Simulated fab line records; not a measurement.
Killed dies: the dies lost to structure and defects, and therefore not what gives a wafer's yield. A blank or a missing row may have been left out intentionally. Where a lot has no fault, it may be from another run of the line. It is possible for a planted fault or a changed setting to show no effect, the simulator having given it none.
fab line records	flow gf180mcu
record lots=24	wafers=72	lastDay=34
route steps=602 shown VT_IMPLANT@111 M2@378 V2@386 V4@490 MIM@523 PASSIVATION@601
lots with no fault: from the same line, run without faults
startH: the number of hours between the record's first day and the start of the first shown wafer of the lot	waitH: how many hours have passed since the lot's step before this one	" as in the row above	L1.1+2: a single row standing in for several wafers	- either no value or no given start	* or withheld: withheld	< > ~ a bound
route shown NAME@n: a module of which the file shows steps, and the number in the route of the first	usual: mean/standard deviation of fault-free wafers	same: alike in all rows	chamber/n: place in a boat	sites: readings site by site	_std_site: standard deviation across them	_edge_site: the outer-site mean with the inner-site mean subtracted	radiusMm: how far each site lies from the wafer's centre	mask NAME#n: copy n	behind: the last tool/chamber to shape the wafer	hold: cause of the lot's hold/its duration in hours/its outcome	device: names the non-switching transistor (n, p or np)	end of line: the same wafers' tests at the end of the route	for a step that has no rows: nothing shown but its recipe	killed: dies that structure and defects cost at the first sort, which is not the same as the wafer's yield	map: shows each die of a wafer: x if killed, . if not, _ if none is there
set.NAME: the setting the step ran with; set.NAME@STEP: the setting that earlier step ran with	model.NAME: the simulator's own value behind a step, which no gauge read
route steps across a sampled set of lots; one table per step, one row per wafer
services: when a tool's chamber went out of use (startH, in hours from the record's first day, below 0 if earlier), for how many hours, and the reason
## steps
# step GF_VT_IMPLANT_TW_MEAS_21
# usual VT_IMPLANT_2_TW=1209/7.5
lot.wafer	tool	chamber	startH	waitH	VT_IMPLANT_2_TW
L074.2	filmMetro-04	-	124.57	0.1	1222
L074.4	"	-	"	"	1211
L074.6	"	-	"	"	1217
L075.2	filmMetro-03	-	128.80	0.1	1209
L075.3	"	-	"	"	1206
L075.5	"	-	"	"	1201
L076.2	filmMetro-04	-	136.72	0.1	1225
L076.4	"	-	"	"	1219
L076.6	"	-	"	"	1216
L077.2	filmMetro-03	-	142.50	0.1	1204
L077.3	"	-	"	"	1200
L077.5	"	-	"	"	1194
L078.2	filmMetro-04	-	151.32	0.1	1202
L078.5	"	-	"	"	1210
L078.6	"	-	"	"	1208
L079.1	filmMetro-02	-	156.49	0.1	1206
L079.2	"	-	"	"	1206
L079.4	"	-	"	"	1213
L080.1	filmMetro-02	-	161.61	0.1	1194
L080.2	"	-	"	"	1201
L080.6	"	-	"	"	1209
L081.1	filmMetro-03	-	168.54	0.1	1210
L081.2	"	-	"	"	1218
L081.4	"	-	"	"	1222
L082.1	filmMetro-03	-	174.56	0.1	1209
L082.2	"	-	"	"	1217
L082.5	"	-	"	"	1213
L083.1	filmMetro-02	-	182.88	0.1	1194
L083.5	"	-	"	"	1195
L083.6	"	-	"	"	1196
L084.2	filmMetro-04	-	187.57	0.1	1210
L084.4	"	-	"	"	1206
L084.6	"	-	"	"	1202
L085.2	filmMetro-04	-	195.37	0.1	1214
L085.4	"	-	"	"	1215
L085.5	"	-	"	"	1215
L086.2	filmMetro-04	-	200.67	0.1	1209
L086.5	"	-	"	"	1211
L086.6	"	-	"	"	1209
L087.2	filmMetro-04	-	205.35	0.1	1214
L087.4	"	-	"	"	1215
L087.5	"	-	"	"	1211
L088.1	filmMetro-04	-	215.32	0.1	1215
L088.3	"	-	"	"	1216
L088.5	"	-	"	"	1208
L089.1	filmMetro-03	-	225.81	0.1	1210
L089.4	"	-	"	"	1212
L089.6	"	-	"	"	1215
L090.1	filmMetro-02	-	226.11	0.1	1198
L090.2	"	-	"	"	1200
L090.3	"	-	"	"	1201
L091.2	filmMetro-03	-	235.30	0.1	1217
L091.3	"	-	"	"	1210
L091.5	"	-	"	"	1210
L092.1	filmMetro-03	-	239.36	0.1	1210
L092.3	"	-	"	"	1211
L092.6	"	-	"	"	1202
L093.1	filmMetro-03	-	245.36	0.1	1209
L093.5	"	-	"	"	1209
L093.6	"	-	"	"	1215
L094.1	filmMetro-03	-	253.31	0.1	1215
L094.3	"	-	"	"	1221
L094.6	"	-	"	"	1212
L095.1	filmMetro-04	-	257.64	0.1	1198
L095.3	"	-	"	"	1198
L095.6	"	-	"	"	1201
L096.1	filmMetro-03	-	265.51	0.1	1214
L096.3	"	-	"	"	1211
L096.6	"	-	"	"	1214
L097.1	filmMetro-04	-	271.05	0.1	1211
L097.4	"	-	"	"	1209
L097.6	"	-	"	"	1208
# step GF_M2_METAL_ETCH_16
# recipe chemistry=Cl2/BCl3	maskMaterial=KrF	targetDepthNm=750.8	stopOn=SiO2	pressureMtorr=8	icpW=800	biasW=140	Cl2_flow_sccm=80	bcl3FlowSccm=40	timeS=125.1
# usual drypumpMotorCurrentA=5.7/0.47	oesProductAu=0.986/0.0083	throttleValvePct=28.234/0.012
lot.wafer	tool	chamber	startH	waitH	drypumpMotorCurrentA	oesProductAu	rfHoursCounterH	throttleValvePct
L074.2	rieMetal-01	0	431.68	0.0	6.1	0.983	11	28.227
L074.4	"	0	"	"	6.1	0.981	-	28.240
L074.6	"	1	"	"	5.4	0.982	-	28.218
L075.2	rieMetal-02	1	438.48	0.0	6.3	0.979	14	28.259
L075.3	"	1	"	"	6.3	0.980	-	28.243
L075.5	"	0	"	"	6.0	0.991	-	28.225
L076.2	rieMetal-03	0	449.80	0.0	5.3	0.981	10	28.221
L076.4	"	1	"	"	5.1	0.986	-	28.234
L076.6	"	0	"	"	5.3	0.979	-	28.246
L077.2	rieMetal-03	0	459.21	0.0	5.3	0.993	11	28.242
L077.3	"	1	"	"	5.1	0.991	-	28.217
L077.5	"	1	"	"	5.1	0.991	-	28.220
L078.2	rieMetal-03	0	475.38	0.0	5.3	0.985	11	28.229
L078.5	"	0	"	"	5.3	0.995	-	28.223
L078.6	"	1	"	"	5.0	0.996	-	28.225
L079.1	rieMetal-01	1	483.20	0.0	5.4	0.989	12	28.232
L079.2	"	0	"	"	6.1	0.974	0	28.237
L079.4	"	1	"	"	5.4	0.995	-	28.214
L080.1	rieMetal-01	1	490.98	0.0	5.4	0.990	12	28.228
L080.2	"	0	"	"	6.1	0.976	0	28.238
L080.6	"	1	"	"	5.4	1.000	-	28.231
L081.1	rieMetal-02	1	499.06	0.0	6.3	0.987	1	28.233
L081.2	"	1	"	"	6.3	0.990	-	28.228
L081.4	"	1	"	"	6.3	0.986	-	28.240
L082.1	rieMetal-01	0	506.98	0.0	6.1	0.983	1	28.247
L082.2	"	0	"	"	6.1	0.993	-	28.230
L082.5	"	0	"	"	6.1	0.979	-	28.244
L083.1	rieMetal-03	1	515.38	0.0	5.1	0.991	8	28.235
L083.5	"	1	"	"	5.1	0.985	-	28.227
L083.6	"	1	"	"	5.0	0.989	-	28.235
L084.2	rieMetal-01	0	523.61	0.1	6.1	0.980	-	28.244
L084.4	"	0	"	"	6.1	0.978	-	28.243
L084.6	"	0	"	"	6.1	0.974	-	28.250
L085.2	rieMetal-02	0	537.91	0.0	6.0	0.970	1	28.248
L085.4	"	0	"	"	6.0	0.961	-	28.259
L085.5	"	0	"	"	6.0	0.978	-	28.237
L086.2	rieMetal-02	1	542.11	0.0	6.3	0.983	2	28.234
L086.5	"	1	"	"	6.3	0.987	-	28.234
L086.6	"	0	"	"	6.0	0.975	-	28.249
L087.2	rieMetal-02	1	547.38	0.0	6.3	0.985	2	28.243
L087.4	"	1	"	"	6.3	0.988	-	28.215
L087.5	"	0	"	"	6.0	0.973	-	28.262
L088.1	rieMetal-01	0	561.23	0.0	6.1	0.977	3	28.246
L088.3	"	1	"	"	5.4	0.995	-	28.230
L088.5	"	1	"	"	5.4	0.994	-	28.216
L090.1	rieMetal-01	1	576.38	0.0	5.4	1.003	1	28.252
L090.2	"	0	"	"	6.1	0.980	3	28.245
L090.3	"	0	"	"	6.1	0.990	-	28.221
L089.1	rieMetal-03	1	577.65	0.0	5.0	0.992	10	28.213
L089.4	"	0	"	"	5.3	0.995	-	28.228
L089.6	"	0	"	"	5.3	1.000	-	28.229
L091.2	rieMetal-03	1	590.28	0.0	5.0	1.001	10	28.246
L091.3	"	0	"	"	5.3	0.995	-	28.204
L091.5	"	1	"	"	5.0	0.991	-	28.237
L092.1	rieMetal-02	1	592.70	0.0	6.3	0.986	4	28.234
L092.3	"	0	"	"	6.0	0.969	-	28.266
L092.6	"	1	"	"	6.4	0.979	-	28.231
L093.1	rieMetal-01	0	600.05	0.0	6.1	0.984	4	28.261
L093.5	"	1	"	"	5.4	0.991	-	28.217
L093.6	"	0	"	"	6.1	0.981	-	28.241
L094.1	rieMetal-01	1	607.15	0.0	5.4	0.981	2	28.234
L094.3	"	1	"	"	5.3	0.989	-	28.217
L094.6	"	1	"	"	5.4	0.990	-	28.230
L095.1	rieMetal-03	0	608.30	0.0	5.3	0.995	3	28.248
L095.3	"	0	"	"	5.3	0.999	-	28.234
L095.6	"	1	"	"	5.1	0.991	-	28.237
L096.1	rieMetal-02	0	620.50	0.0	6.0	0.968	3	28.256
L096.3	"	0	"	"	6.0	0.975	-	28.247
L096.6	"	0	"	"	6.0	0.967	-	28.240
L097.1	rieMetal-01	0	623.15	0.0	6.1	0.986	5	28.234
L097.4	"	1	"	"	5.4	0.995	-	28.236
L097.6	"	1	"	"	5.4	0.986	-	28.222
# step GF_V2_CMP_04
# recipe material=SiO2	downForcePsi=4	platenRpm=60	padVelocityMS=0.94248
# usual motorCurrentA=11.9/1.7	timeToEndpointS=81/5
lot.wafer	tool	chamber	startH	waitH	motorCurrentA	timeToEndpointS
L074.4	cmp-02	3	432.61	0.0	15.2	89
L074.2	"	1	"	"	11.9	81
L074.6	"	0	"	"	11.0	84
L075.2	cmp-01	3	439.45	0.1	11.8	72
L075.3	"	1	"	"	10.2	82
L075.5	"	3	"	"	11.8	78
L076.4	cmp-02	2	450.83	0.1	13.6	82
L076.2	"	3	"	"	14.7	75
L076.6	"	1	"	"	11.5	86
L077.2	cmp-01	1	460.18	0.1	10.6	84
L077.3	"	2	"	"	10.5	81
L077.5	"	0	"	"	11.4	93
L078.2	cmp-01	0	476.31	0.0	11.3	80
L078.5	"	0	"	"	11.4	88
L078.6	"	1	"	"	10.1	87
L079.2	cmp-01	1	484.16	0.0	9.9	74
L079.4	"	2	"	"	10.8	84
L079.1	"	0	"	"	11.3	79
L080.1	cmp-01	2	491.98	0.1	11.5	81
L080.2	"	0	"	"	11.0	80
L080.6	"	1	"	"	9.5	79
L081.1	cmp-02	3	500.19	0.1	14.8	80
L081.4	"	0	"	"	10.6	76
L081.2	"	1	"	"	11.7	74
L082.2	cmp-02	3	508.03	0.0	14.8	83
L082.1	"	2	"	"	13.1	76
L082.5	"	0	"	"	11.0	76
L083.1	cmp-02	3	516.64	0.3	15.0	78
L083.5	"	2	"	"	13.4	79
L083.6	"	3	"	"	15.2	85
L084.4	cmp-01	1	525.09	0.1	10.2	82
L084.2	"	2	"	"	10.4	85
L084.6	"	1	"	"	9.7	79
L085.2	cmp-01	2	538.93	0.1	10.5	83
L085.4	"	3	"	"	12.7	85
L085.5	"	1	"	"	10.1	83
L086.2	cmp-01	0	543.19	0.1	11.1	87
L086.6	"	2	"	"	10.9	87
L086.5	"	3	"	"	11.6	81
L087.2	cmp-02	0	548.30	0.0	11.1	73
L087.4	"	1	"	"	11.6	77
L087.5	"	1	"	"	11.3	82
L088.3	cmp-01	2	562.25	0.1	11.1	85
L088.1	"	3	"	"	12.0	79
L088.5	"	0	"	"	12.1	86
L090.3	cmp-01	1	578.26	1.0	9.8	79
L090.2	"	2	"	"	10.6	83
L090.1	"	0	"	"	11.0	78
L089.1	cmp-01	2	578.57	0.1	10.7	75
L089.4	"	1	"	"	10.0	74
L089.6	"	3	"	"	12.2	77
L091.2	cmp-02	1	591.31	0.1	11.2	78
L091.3	"	2	"	"	13.3	81
L091.5	"	0	"	"	11.0	77
L092.1	cmp-02	0	593.76	0.1	10.7	65
L092.3	"	1	"	"	11.8	76
L092.6	"	2	"	"	12.5	82
L093.1	cmp-01	0	601.16	0.2	10.6	80
L093.5	"	1	"	"	10.3	78
L093.6	"	2	"	"	11.3	77
L094.1	cmp-02	2	608.20	0.1	13.9	79
L094.3	"	1	"	"	11.9	81
L094.6	"	2	"	"	13.6	89
L095.1	cmp-02	3	609.25	0.1	15.3	80
L095.3	"	2	"	"	13.1	79
L095.6	"	0	"	"	10.8	82
L096.1	cmp-01	2	621.52	0.1	11.3	81
L096.3	"	3	"	"	12.0	81
L096.6	"	2	"	"	10.9	83
L097.4	cmp-02	3	624.17	0.1	14.9	83
L097.1	"	0	"	"	10.8	72
L097.6	"	1	"	"	11.9	84
# step GF_V4_CD_MEAS_14
# recipe targetCdNm=260
# usual cdNm=260.0/1.3
lot.wafer	tool	chamber	startH	waitH	cdNm
L074.2	cdSem-02	-	556.43	0.1	258.9
L074.4	"	-	"	"	258.2
L074.6	"	-	"	"	257.6
L075.2	cdSem-01	-	562.41	0.1	259.6
L075.3	"	-	"	"	261.7
L075.5	"	-	"	"	259.2
L076.2	cdSem-02	-	572.66	0.1	259.7
L076.4	"	-	"	"	259.7
L076.6	"	-	"	"	260.0
L077.2	cdSem-02	-	581.94	0.1	259.9
L077.3	"	-	"	"	259.9
L077.5	"	-	"	"	258.9
L078.2	cdSem-02	-	598.68	0.1	259.8
L078.5	"	-	"	"	259.2
L078.6	"	-	"	"	259.4
L079.1	cdSem-02	-	602.57	0.1	262.8
L079.2	"	-	"	"	263.0
L079.4	"	-	"	"	263.6
L080.1	cdSem-02	-	609.71	0.1	257.7
L080.2	"	-	"	"	259.6
L080.6	"	-	"	"	258.8
L081.1	cdSem-02	-	621.27	0.1	260.8
L081.2	"	-	"	"	260.1
L081.4	"	-	"	"	260.9
L082.1	cdSem-02	-	625.59	0.1	260.0
L082.2	"	-	"	"	259.3
L082.5	"	-	"	"	259.2
L083.1	cdSem-01	-	630.49	0.1	260.6
L083.5	"	-	"	"	259.6
L083.6	"	-	"	"	261.3
L084.2	cdSem-01	-	643.23	0.1	259.9
L084.4	"	-	"	"	261.2
L084.6	"	-	"	"	261.0
L085.2	cdSem-01	-	651.61	0.1	260.1
L085.4	"	-	"	"	261.0
L085.5	"	-	"	"	259.2
L086.2	cdSem-01	-	655.21	0.2	259.0
L086.5	"	-	"	"	258.0
L086.6	"	-	"	"	259.1
L087.2	cdSem-01	-	662.06	0.1	259.9
L087.4	"	-	"	"	260.9
L087.5	"	-	"	"	261.1
L088.1	cdSem-01	-	670.54	0.1	259.9
L088.3	"	-	"	"	259.9
L088.5	"	-	"	"	259.6
L089.1	cdSem-02	-	686.71	0.1	262.8
L089.4	"	-	"	"	261.5
L089.6	"	-	"	"	263.5
L091.2	cdSem-01	-	697.89	0.1	259.5
L091.3	"	-	"	"	258.4
L091.5	"	-	"	"	259.5
L092.1	cdSem-01	-	699.31	0.1	260.1
L092.3	"	-	"	"	262.4
L092.6	"	-	"	"	261.2
L090.1	cdSem-01	-	700.12	0.1	259.3
L090.2	"	-	"	"	258.7
L090.3	"	-	"	"	259.7
L093.1	cdSem-01	-	706.56	0.1	259.3
L093.5	"	-	"	"	258.8
L093.6	"	-	"	"	259.7
L094.1	cdSem-01	-	713.06	0.1	261.6
L094.3	"	-	"	"	261.5
L094.6	"	-	"	"	262.1
L095.1	cdSem-02	-	713.76	0.1	258.2
L095.3	"	-	"	"	259.3
L095.6	"	-	"	"	259.0
L096.1	cdSem-01	-	723.17	0.1	258.6
L096.3	"	-	"	"	258.5
L096.6	"	-	"	"	258.2
L097.1	cdSem-01	-	725.37	0.1	259.5
L097.4	"	-	"	"	259.3
L097.6	"	-	"	"	259.4
# step GF_MIM_STRIP_20
# recipe chemistry=O2/N2	powerW=1400	pressureMtorr=1500	platenTempC=250	o2FlowSccm=3000	n2FlowSccm=300	overashFraction=0.5
# usual drypumpMotorCurrentA=6.1/0.42	heaterPowerW=330/52	n2FlowSccm=300.1/0.87	oesProductAu=0.693/0.0048	stripTimeToEndpointS=11.24/0.035
lot.wafer	tool	chamber	startH	waitH	drypumpMotorCurrentA	heaterPowerW	n2FlowSccm	oesProductAu	rfHoursCounterH	stripTimeToEndpointS
L074.2	plasmaAsher-04	0	580.92	0.0	5.8	437	300.2	0.696	16	11.29
L074.4	"	0	"	"	5.8	437	301.8	0.688	-	11.26
L074.6	"	0	"	"	5.8	428	301.3	0.698	-	11.28
L075.2	plasmaAsher-03	1	585.07	0.0	6.6	296	300.9	0.688	80	11.26
L075.3	"	1	"	"	6.6	300	299.9	0.698	-	11.19
L075.5	"	1	"	"	6.6	302	300.1	0.694	-	11.25
L076.2	plasmaAsher-04	0	598.67	0.0	5.8	440	299.3	0.688	18	11.26
L076.4	"	0	"	"	5.8	431	300.2	0.700	-	11.25
L076.6	"	0	"	"	5.8	425	300.4	0.695	-	11.23
L077.2	plasmaAsher-04	0	605.32	0.0	5.8	438	299.9	0.696	19	11.21
L077.3	"	1	"	"	5.9	294	301.0	0.690	-	11.16
L077.5	"	1	"	"	5.9	284	299.6	0.684	-	11.23
L078.2	plasmaAsher-04	0	621.94	0.0	5.8	424	300.2	0.696	21	11.24
L078.5	"	0	"	"	5.8	434	299.2	0.688	-	11.19
L078.6	"	1	"	"	5.9	291	299.7	0.697	-	11.27
L079.1	plasmaAsher-03	0	625.13	0.0	6.4	287	299.5	0.689	84	11.28
L079.2	"	1	"	"	6.6	291	300.9	0.692	84	11.27
L079.4	"	0	"	"	6.4	292	299.7	0.695	-	11.24
L080.1	plasmaAsher-03	1	632.99	0.0	6.6	306	300.5	0.692	85	11.20
L080.2	"	0	"	"	6.4	291	298.7	0.695	85	11.21
L080.6	"	1	"	"	6.6	298	300.2	0.690	-	11.21
L081.1	plasmaAsher-04	0	643.44	0.0	5.8	426	300.1	0.695	23	11.22
L081.2	"	1	"	"	5.9	295	300.1	0.700	23	11.28
L081.4	"	1	"	"	5.9	292	301.5	0.690	-	11.23
L082.1	plasmaAsher-03	0	647.83	0.0	6.4	294	298.7	0.692	86	11.21
L082.2	"	1	"	"	6.6	295	299.7	0.693	86	11.18
L082.5	"	0	"	"	6.4	294	300.8	0.695	-	11.27
L083.1	plasmaAsher-02	0	652.99	0.0	6.1	323	298.9	0.692	55	11.17
L083.5	"	1	"	"	5.3	365	301.8	0.688	-	11.18
L083.6	"	0	"	"	6.1	332	299.6	0.698	-	11.26
L084.2	plasmaAsher-04	1	664.73	0.0	5.9	287	300.9	0.700	25	11.27
L084.4	"	1	"	"	5.9	289	298.9	0.694	-	11.28
L084.6	"	0	"	"	5.8	441	301.0	0.692	-	11.21
L085.2	plasmaAsher-02	0	672.67	0.0	6.1	325	300.4	0.694	57	11.29
L085.4	"	1	"	"	5.3	361	298.8	0.686	-	11.25
L085.5	"	1	"	"	5.3	363	298.7	0.696	-	11.31
L086.2	plasmaAsher-02	0	676.58	0.0	6.1	324	300.7	0.691	57	11.33
L086.5	"	0	"	"	6.2	327	298.0	0.696	-	11.27
L086.6	"	1	"	"	5.3	358	300.8	0.692	-	11.27
L087.2	plasmaAsher-03	0	682.87	0.0	6.4	281	299.3	0.695	90	11.28
L087.4	"	0	"	"	6.4	288	299.3	0.705	-	11.29
L087.5	"	1	"	"	6.7	294	300.8	0.691	-	11.30
L088.1	plasmaAsher-04	1	691.34	0.0	5.9	294	300.3	0.696	28	11.25
L088.3	"	1	"	"	5.9	300	299.5	0.690	-	11.25
L088.5	"	1	"	"	5.9	291	298.4	0.694	-	11.25
L089.1	plasmaAsher-02	1	707.02	0.0	5.3	371	299.9	0.695	60	11.20
L089.4	"	0	"	"	6.1	327	300.6	0.692	-	11.23
L089.6	"	1	"	"	5.3	365	299.1	0.687	-	11.20
L091.2	plasmaAsher-02	1	717.88	0.0	5.3	364	298.1	0.690	62	11.20
L091.3	"	0	"	"	6.0	323	300.1	0.695	-	11.22
L091.5	"	1	"	"	5.3	360	299.4	0.688	-	11.21
L092.1	plasmaAsher-04	0	719.13	0.0	5.8	437	301.0	0.691	32	11.25
L092.3	"	0	"	"	5.8	430	299.7	0.696	-	11.22
L092.6	"	1	"	"	5.9	299	300.4	0.696	-	11.17
L090.1	plasmaAsher-02	0	720.54	0.1	6.1	333	300.1	0.689	62	11.27
L090.2	"	1	"	"	5.3	360	300.0	0.698	62	11.22
L090.3	"	0	"	"	6.1	327	298.9	0.694	-	11.23
L093.1	plasmaAsher-03	0	725.74	0.0	6.4	290	301.2	0.686	93	11.22
L093.5	"	1	"	"	6.6	303	301.3	0.684	-	11.23
L093.6	"	0	"	"	6.4	285	300.9	0.691	-	11.22
L094.1	plasmaAsher-03	1	731.83	0.0	6.6	295	299.5	0.703	94	11.26
L094.3	"	0	"	"	6.4	292	300.8	0.700	-	11.25
L094.6	"	1	"	"	6.7	298	298.1	0.704	-	11.28
L095.1	plasmaAsher-03	0	733.19	0.0	6.4	292	298.2	0.687	94	11.23
L095.3	"	1	"	"	6.6	301	300.1	0.694	-	11.22
L095.6	"	0	"	"	6.4	299	299.5	0.696	-	11.24
L096.1	plasmaAsher-03	1	742.23	0.0	6.6	290	300.1	0.694	96	11.23
L096.3	"	0	"	"	6.4	283	301.4	0.688	-	11.19
L096.6	"	0	"	"	6.4	296	299.2	0.695	-	11.22
L097.1	plasmaAsher-03	1	744.47	0.0	6.6	293	299.4	0.686	96	11.21
L097.4	"	1	"	"	6.6	300	299.8	0.695	-	11.27
L097.6	"	0	"	"	6.4	289	299.7	0.696	-	11.24
# step GF_PASSIVATION_BOW_MEAS_14
# recipe mode=bow
# usual PASSIVATION_BOW=136/9.8
lot.wafer	tool	chamber	startH	waitH	PASSIVATION_BOW[um]
L074.2	filmMetro-04	-	669.11	0.0	134
L074.4	"	-	"	"	144
L074.6	"	-	"	"	140
L075.2	filmMetro-01	-	672.61	0.0	137
L075.3	"	-	"	"	126
L075.5	"	-	"	"	123
L076.2	filmMetro-01	-	684.70	0.0	153
L076.4	"	-	"	"	151
L076.6	"	-	"	"	134
L077.2	filmMetro-01	-	691.44	0.0	124
L077.3	"	-	"	"	142
L077.5	"	-	"	"	140
L078.2	filmMetro-04	-	707.21	0.0	132
L078.5	"	-	"	"	124
L078.6	"	-	"	"	115
L079.1	filmMetro-04	-	709.17	0.0	141
L079.2	"	-	"	"	144
L079.4	"	-	"	"	142
L080.1	filmMetro-02	-	715.77	0.0	120
L080.2	"	-	"	"	144
L080.6	"	-	"	"	127
L081.1	filmMetro-02	-	723.97	0.0	151
L081.2	"	-	"	"	151
L081.4	"	-	"	"	140
L082.1	filmMetro-01	-	729.37	0.0	122
L082.2	"	-	"	"	133
L082.5	"	-	"	"	126
L083.1	filmMetro-04	-	733.02	0.0	144
L083.5	"	-	"	"	125
L083.6	"	-	"	"	133
L084.2	filmMetro-02	-	742.99	0.0	133
L084.4	"	-	"	"	135
L084.6	"	-	"	"	122
L085.2	filmMetro-04	-	751.01	0.0	137
L085.4	"	-	"	"	137
L085.5	"	-	"	"	126
L086.2	filmMetro-02	-	754.69	0.0	139
L086.5	"	-	"	"	134
L086.6	"	-	"	"	132
L087.2	filmMetro-04	-	760.29	0.0	125
L087.4	"	-	"	"	150
L087.5	"	-	"	"	134
L088.1	filmMetro-01	-	767.62	0.0	139
L088.3	"	-	"	"	149
L088.5	"	-	"	"	144
L089.1	filmMetro-01	-	780.90	0.0	144
L089.4	"	-	"	"	148
L089.6	"	-	"	"	147
L091.2	filmMetro-01	-	790.68	0.0	140
L091.3	"	-	"	"	143
L091.5	"	-	"	"	141
L092.1	filmMetro-04	-	791.91	0.0	150
L092.3	"	-	"	"	141
L092.6	"	-	"	"	158
L090.1	filmMetro-01	-	794.21	0.0	105
L090.2	"	-	"	"	124
L090.3	"	-	"	"	115
L093.1	filmMetro-01	-	797.27	0.0	133
L093.5	"	-	"	"	126
L093.6	"	-	"	"	145
L094.1	filmMetro-01	-	803.31	0.0	127
L094.3	"	-	"	"	135
L094.6	"	-	"	"	135
L095.1	filmMetro-02	-	804.66	0.0	134
L095.3	"	-	"	"	142
L095.6	"	-	"	"	132
L096.1	filmMetro-04	-	811.93	0.0	137
L096.3	"	-	"	"	136
L096.6	"	-	"	"	141
L097.1	filmMetro-01	-	813.99	0.0	136
L097.4	"	-	"	"	131
L097.6	"	-	"	"	138
## services
tool	chamber	startH	hours	kind
rieMetal-02	0	421.15	3.5	repair
plasmaAsher-04	-	421.25	9.0	pm
rieMetal-01	-	421.59	1.4	pm
cmp-01	-	436.59	1.0	repair
cmp-01	-	436.62	0.2	repair
rieMetal-02	-	464.73	0.4	repair
cmp-02	-	486.76	4.5	pm
rieMetal-01	1	502.83	6.7	repair
cmp-01	-	509.55	8.2	pm
plasmaAsher-04	-	543.57	1.5	repair
cmp-01	-	550.38	5.1	repair
cmp-02	-	561.07	4.1	repair
cmp-01	-	572.16	4.0	pm
cmp-02	-	578.56	0.9	repair
cmp-01	-	588.67	0.7	repair
cmp-02	-	590.41	0.7	repair
rieMetal-01	0	604.97	2.3	repair
cmp-01	-	643.19	2.5	repair
rieMetal-01	-	659.09	2.8	pm
plasmaAsher-03	-	674.52	3.8	repair
plasmaAsher-03	-	708.05	7.3	pm
cmp-02	-	712.31	5.1	pm
cmp-01	-	717.69	5.6	pm
cmp-02	-	744.07	4.0	pm
## key
fault none
